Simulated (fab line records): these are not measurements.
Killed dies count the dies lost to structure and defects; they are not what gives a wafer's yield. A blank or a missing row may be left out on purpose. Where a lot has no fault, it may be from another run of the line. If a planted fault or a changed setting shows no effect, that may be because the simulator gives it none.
The tool behind it: which one? :: flow gf180mcu :: 6 lots (17 wafers sampled), 1 step of a 602-step route

== WHAT EACH GAUGE READ, for each wafer ==
GF_VT_IMPLANT_OVL_MEAS_29.
lot: L793
measured: day 8 21:40
on: overlay-01
VT_IMPLANT_02_OVL (nm): 1.5 0.3

lot: L795
measured: day 9 08:38
on: overlay-01
VT_IMPLANT_02_OVL (nm): -0.1 -1.6 -0.7

lot: L799
measured: day 10 08:25
on: overlay-02
VT_IMPLANT_02_OVL (nm): -1.7 -1.5 -1.8

lot: L804
measured: day 11 21:16
on: overlay-02
VT_IMPLANT_02_OVL (nm): -2.1 -1.2 -2.3

lot: L806
measured: day 12 09:04
on: overlay-01
VT_IMPLANT_02_OVL (nm): -1.1 -0.4 1.1

lot: L808
measured: day 12 20:17
on: overlay-02
VT_IMPLANT_02_OVL (nm): -1.5 -0.9 -2.0

== EACH LOT AND THE TOOL THAT RAN IT (in order: tool; ch and the chambers of the sampled wafers; start) ==
Before these readings, the record contains no process step.

== THE ANSWER, worked out from the rows above alone ==
Rule: what is usual is taken from the lots themselves. The widest of any qualifying gaps counts: lots, ordered by their means at a reading, are off when they make up no more than a third of the lots, leave a main group of 4 or more, and stand apart from it by 3 or more times the standard deviation of that group's means. Not used: any main group whose means are identical at the precision the tables above print for the reading. Also off: a lot with no number at a reading for which 4 or more lots have one. Where the step has rows for the other lots, those lots are counted as sound.
None of the lots is off at any reading shown; this tells nothing.

== WHAT THE SIMULATOR HAD INSERTED ==
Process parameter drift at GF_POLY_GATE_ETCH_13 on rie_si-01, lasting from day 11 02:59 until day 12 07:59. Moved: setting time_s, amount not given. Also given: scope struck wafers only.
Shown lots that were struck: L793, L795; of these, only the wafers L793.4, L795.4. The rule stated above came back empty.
